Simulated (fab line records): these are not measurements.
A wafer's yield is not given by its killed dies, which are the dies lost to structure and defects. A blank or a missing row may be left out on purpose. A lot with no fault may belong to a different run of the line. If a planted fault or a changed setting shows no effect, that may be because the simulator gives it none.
A lot that was struck, set against a sound lot    flow gf180mcu    24 steps out of a route of 602
Sound: wafers L253.1, L253.2, L253.5. Wafers struck: L256.4, L256.5, L256.6. The cause comes at the end.
Order at every step that has rows: each side's tool, ch and its chambers, its first start. Under that, the readings that differ: sound wafers    struck wafers    difference of the means    sigmas: that difference in standard deviations of wafers without a fault.
alike: readings with means less than 2 such deviations apart, plus words and numbers identical on both sides. not compared: withheld readings, readings lacking a value on some wafer, bounds such as >300 that could conceal the same value, and numbers that have no deviation in the record and whose values overlap.
The two part at a step that has a row with sigmas, a row that says differs or no value, or rows on one side only. When numbers do not overlap yet have no deviation, they are printed without sigmas and do not part them. Lack of a reading on every wafer of one side parts them only where that side has two or more wafers.

first, 3 steps without rows for these wafers: GF_HV_LDD_EXPOSE_16 (exposes mask Pplus LV AREA, target cd 400 nm); GF_HV_LDD_PEB_17; GF_HV_LDD_DEVELOP_18 (develop time 60 s).
GF_HV_LDD_CD_MEAS_19: the cd target is 400 nm.
  sound on cd_sem-01, day 12 02:26; struck on cd_sem-01, day 13 03:47
  alike: cd_nm
GF_HV_LDD_OVL_MEAS_20:
  sound on overlay-02, day 12 02:33; struck on overlay-01, day 13 03:52
  alike: HV_LDD_01_OVL
then, 1 step without rows for these wafers: GF_HV_LDD_IMPLANT_21.
GF_HV_LDD_STRIP_22: strips in O2/N2.
  sound on plasma_asher-02 ch 0,1, day 12 02:44; struck on plasma_asher-04 ch 0,1, day 13 04:04
  alike: drypump_motor_current_A, heater_power_w, oes_product_au, strip_time_to_endpoint_s
  not compared: rf_hours_counter_h
GF_HV_LDD_TW_MEAS_23:
  sound on film_metro-04, day 12 02:50; struck on film_metro-04, day 13 04:10
  alike: HV_LDD_2_TW
then, 4 steps without rows for these wafers: GF_HV_LDD_DEHYDRATE_24 (time 60 s); GF_HV_LDD_HMDS_25 (prime time 60 s); GF_HV_LDD_COAT_26 (resist thk 1000 nm); GF_HV_LDD_SOFTBAKE_27 (time 60 s).
GF_HV_LDD_EXPOSE_28: exposes mask Nplus HV AREA, target cd 400 nm.
  sound on iline_stepper-02 ch 0, day 12 12:37; struck on iline_stepper-01 ch 0, day 13 13:47
reading  sound                                            struck                                           difference  sigmas
mask     Nplus_HV_AREA#0 Nplus_HV_AREA#0 Nplus_HV_AREA#0  Nplus_LV_AREA#0 Nplus_LV_AREA#0 Nplus_LV_AREA#0  differs     
  alike: reticle_temp_C
then, 2 steps without rows for these wafers: GF_HV_LDD_PEB_29; GF_HV_LDD_DEVELOP_30 (develop time 60 s).
GF_HV_LDD_CD_MEAS_31: the cd target is 400 nm.
  sound on cd_sem-01, day 12 22:07; struck on cd_sem-02, day 13 23:38
reading     sound              struck  difference                     sigmas
cd_nm (nm)  401.0 398.9 399.8  - - -   no value on the struck wafers  
GF_HV_LDD_OVL_MEAS_32:
  sound on overlay-02, day 12 22:14; struck on overlay-01, day 13 23:43
reading             sound        struck  difference                     sigmas
HV_LDD_02_OVL (nm)  1.7 0.5 1.2  - - -   no value on the struck wafers  
then, 4 steps without rows for these wafers: GF_HV_LDD_IMPLANT_33; GF_HV_LDD_IMPLANT_34; GF_HV_LDD_IMPLANT_35; GF_HV_LDD_IMPLANT_36.
GF_HV_LDD_STRIP_37: strips in O2/N2.
  sound on plasma_asher-04 ch 0,1, day 12 22:53; struck on plasma_asher-04 ch 0,1, day 14 00:22
  alike: drypump_motor_current_A, heater_power_w, oes_product_au, strip_time_to_endpoint_s
  not compared: rf_hours_counter_h
GF_HV_LDD_TW_MEAS_38:
  sound on film_metro-02, day 12 22:59; struck on film_metro-04, day 14 00:28
reading      sound           struck    difference  sigmas
HV_LDD_3_TW  1449 1451 1446  30 30 30  -1419       -99 or more
then, 1 step without rows for these wafers: GF_HV_LDD_DEHYDRATE_39 (time 60 s).

WHERE THEY PART
At GF_HV_LDD_EXPOSE_28 first; at GF_HV_LDD_TW_MEAS_38 last (within this record only).

WHY: what the simulator had put in
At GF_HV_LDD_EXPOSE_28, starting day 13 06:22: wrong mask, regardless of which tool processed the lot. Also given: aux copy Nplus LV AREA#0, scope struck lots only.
